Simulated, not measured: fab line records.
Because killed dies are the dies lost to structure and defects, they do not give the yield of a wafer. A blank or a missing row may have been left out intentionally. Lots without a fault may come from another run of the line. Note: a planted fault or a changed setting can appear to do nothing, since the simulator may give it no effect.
A struck lot beside a sound one	flow sfq-line	42 out of 325 route steps
Sound: the wafers L382.2, L382.5, L382.6. Struck: wafer L371.1 (L371.3, L371.4, from the same lot, were not struck and are left out); the cause is given at the end.
Per side, at each step with rows, come the tool, then ch with its chambers, and then its first start. Under that, the readings that differ: sound wafers	struck wafers	difference of the means	sigmas: that difference in standard deviations of wafers without a fault.
alike: readings with means less than 2 such deviations apart, plus words and numbers identical on both sides. not compared: withheld readings, readings lacking a value on some wafer, bounds such as >300 that could conceal the same value, and numbers that have no deviation in the record and whose values overlap.
Wherever a step has rows on one side only, a row that says differs or no value, or a row with sigmas, the two part there. Non-overlapping numbers with no deviation appear without sigmas and do not part them. A reading that every wafer of one side lacks parts them only if that side has two wafers or more.

first, 6 steps without rows for these wafers: SFQ_TRILAYER_M4_LITHO_COAT_098 (resist thk 62 nm); SFQ_TRILAYER_M4_LITHO_COAT_093 (resist thk 600 nm); SFQ_TRILAYER_M4_LITHO_SOFTBAKE_097; SFQ_TRILAYER_M4_LITHO_EXPOSE_094 (exposes mask M4, target cd 500 nm); SFQ_TRILAYER_M4_LITHO_PEB_096 (peb time 60 s); SFQ_TRILAYER_M4_LITHO_DEVELOP_095 (time 60 s).
SFQ_M4_OVL_MEAS_926:
  struck on overlay-02, day 59 08:05; sound on overlay-02, day 61 17:49
  alike: M4_OVL
SFQ_TRILAYER_M4_BARC_OPEN_METAL_ETCH_123: etches BARC in O2, target depth 125 nm, time 41.7 s.
  sound on rie-metal-02 ch 0,1, day 61 17:51; struck on rie-metal-03 ch 0, day 59 08:08
  alike: drypump-motor-current-A, oes-product-au
  not compared: rf-hours-counter-h
SFQ_TRILAYER_M4_ETCH_METAL_ETCH_096: etches Nb in Cl2/Ar, stops on SiO2, target depth 240 nm, time 120 s.
  sound on rie-metal-02 ch 0,1, day 61 17:55; struck on rie-metal-03 ch 0, day 59 08:11
  alike: drypump-motor-current-A, oes-product-au
  not compared: rf-hours-counter-h
SFQ_TRILAYER_M4_STRIP_STRIP_097: strips in O2.
  sound on rie-metal-02 ch 0,1, day 61 18:02; struck on rie-metal-03 ch 0, day 59 08:19
  alike: drypump-motor-current-A, oes-product-au
  not compared: rf-hours-counter-h
then, 1 step without rows for these wafers: SFQ_TRILAYER_M4_STRIP_SOLV_CLEAN_098 (cleans in NMP, time 600 s).
SFQ_TRILAYER_I4_DEP_PECVD_099: deposits SiO2 from SiH4/N2O, time 111.11 s, target thk 500 nm.
  sound on pecvd-01 ch 0,2, day 61 18:50; struck on pecvd-04 ch 0, day 59 09:05
  alike: chamber-pressure-Torr, heater-power-w, showerhead-vpp-V, throttle-valve-pct
SFQ_TRILAYER_I4_CMP_CMP_100: polishes SiO2.
  sound on cmp-01 ch 1,2, day 62 11:15; struck on cmp-02 ch 2, day 59 12:41
reading	sound	struck	difference	sigmas
model.SiO2_of_TRILAYER_I4_DEP_PECVD_099.thk-nm (nm)	199.4 198.5 199.9	179.4	-19.9	
  alike: motor-current-A, retaining-ring-pressure-frac, time-to-endpoint-s
SFQ_I4_BOW_MEAS_927:
  struck on film-metro-04, day 59 15:41; sound on film-metro-02, day 62 14:16
  alike: I4_BOW
SFQ_TRILAYER_I4_METRO_MEASURE_101:
  struck on film-metro-04, day 59 15:49; sound on film-metro-02, day 62 14:34
reading	sound	struck	difference	sigmas
thk-nm (nm)	199.3 198.6 200.0	179.5	-19.8	-18
then, 6 steps without rows for these wafers: SFQ_TRILAYER_I4_VIA_LITHO_COAT_108 (resist thk 62 nm); SFQ_TRILAYER_I4_VIA_LITHO_COAT_103 (resist thk 650 nm); SFQ_TRILAYER_I4_VIA_LITHO_SOFTBAKE_107; SFQ_TRILAYER_I4_VIA_LITHO_EXPOSE_104 (exposes mask I4, target cd 700 nm); SFQ_TRILAYER_I4_VIA_LITHO_PEB_106 (peb time 60 s); SFQ_TRILAYER_I4_VIA_LITHO_DEVELOP_105 (time 60 s).
-- the record jumps here: 4 days lie between the struck wafers' starts before and after --
SFQ_I4_OVL_MEAS_928:
  struck on overlay-02, day 64 03:40; sound on overlay-01, day 66 15:55
  alike: I4_OVL
then, 1 step without rows for these wafers: SFQ_TRILAYER_I4_VIA_BARC_OPEN_VIA_ETCH_146 (etches BARC in O2, target depth 125 nm, time 41.7 s).
SFQ_TRILAYER_I4_VIA_ETCH_VIA_ETCH_106: etches SiO2 in CHF3, stops on Nb, target depth 260 nm.
  sound on rie-diel-03 ch 1,2,3, day 66 15:59; struck on rie-diel-04 ch 2, day 64 03:44
reading	sound	struck	difference	sigmas
oes-product-au (a.u.)	0.857 0.852 0.857	0.805	-0.050	-10
model.etch.depth-nm (nm)	199.4 198.5 199.9	179.4	-19.9	
model.I4.feature-depth-nm (nm)	199.4 198.5 199.9	179.4	-19.9	
  alike: drypump-motor-current-A
then, 3 steps without rows for these wafers: SFQ_TRILAYER_I4_VIA_STRIP_STRIP_107 (strips in O2); SFQ_TRILAYER_I4_VIA_STRIP_SOLV_CLEAN_108 (cleans in NMP, time 600 s); SFQ_TRILAYER_JJ_TRILAYER_DEP_PRE_CLEAN_113 (time 22.5 s).
SFQ_TRILAYER_JJ_TRILAYER_DEP_SPUTTER_109: material Nb, target thk 150 nm, time 100 s.
  struck on pvd-sputter-03, day 64 04:40; sound on pvd-sputter-03, day 66 16:55
  alike: throttle-valve-pct
then, 3 steps without rows for these wafers: SFQ_TRILAYER_JJ_TRILAYER_DEP_SPUTTER_110 (material Al, target thk 8 nm, time 10 s); SFQ_TRILAYER_JJ_TRILAYER_DEP_AL_OXIDATION_111 (oxidation time 600 s); SFQ_TRILAYER_JJ_TRILAYER_DEP_SPUTTER_112 (material Nb, target thk 170 nm, time 113.3 s).
SFQ_JJ_RS_MEAS_929: the measuring method here is four-point-probe.
  struck on film-metro-03, day 64 05:50; sound on film-metro-02, day 66 18:06
  alike: JJ_NB_RS
then, 6 steps without rows for these wafers: SFQ_TRILAYER_JJ_CE_LITHO_COAT_119 (resist thk 62 nm); SFQ_TRILAYER_JJ_CE_LITHO_COAT_114 (resist thk 600 nm); SFQ_TRILAYER_JJ_CE_LITHO_SOFTBAKE_118; SFQ_TRILAYER_JJ_CE_LITHO_EXPOSE_115 (exposes mask J5, target cd 700 nm); SFQ_TRILAYER_JJ_CE_LITHO_PEB_117 (peb time 60 s); SFQ_TRILAYER_JJ_CE_LITHO_DEVELOP_116 (time 60 s).
-- the record jumps here: 4 days lie between the struck wafers' starts before and after --
SFQ_JJ_OVL_MEAS_931:
  struck on overlay-01, day 68 16:10; sound on overlay-01, day 71 09:44
reading	sound	struck	difference	sigmas
J5_OVL (nm)	-12 -11 -11	1	+12	+2
then, 2 steps without rows for these wafers: SFQ_TRILAYER_JJ_CE_METRO_MEASURE_117; SFQ_TRILAYER_JJ_CE_BARC_OPEN_RIE_150 (chemistry O2, target BARC, target depth 240 nm, time 80 s).
-- the record jumps here: 4 days lie between the struck wafers' starts before and after --
SFQ_TRILAYER_M5_ETCH_METAL_ETCH_126: etches Nb in Cl2/BCl3, stops on SiO2, time 203.2 s, target depth 265 nm.
  sound on rie-metal-04 ch 0,1, day 75 17:33; struck on rie-metal-02 ch 1, day 73 01:28
reading	sound	struck	difference	sigmas
drypump-motor-current-A (A)	5.2 5.3 5.2	6.4	+1.2	+3
model.SiO2_of_TRILAYER_I4_DEP_PECVD_099.thk-nm (nm)	179.7 178.8 180.1	159.7	-19.8	
  alike: oes-product-au
  not compared: rf-hours-counter-h

WHERE THEY PART
First at SFQ_TRILAYER_I4_METRO_MEASURE_101; last, within this record, at SFQ_TRILAYER_M5_ETCH_METAL_ETCH_126.

WHY: whatever the simulator had introduced
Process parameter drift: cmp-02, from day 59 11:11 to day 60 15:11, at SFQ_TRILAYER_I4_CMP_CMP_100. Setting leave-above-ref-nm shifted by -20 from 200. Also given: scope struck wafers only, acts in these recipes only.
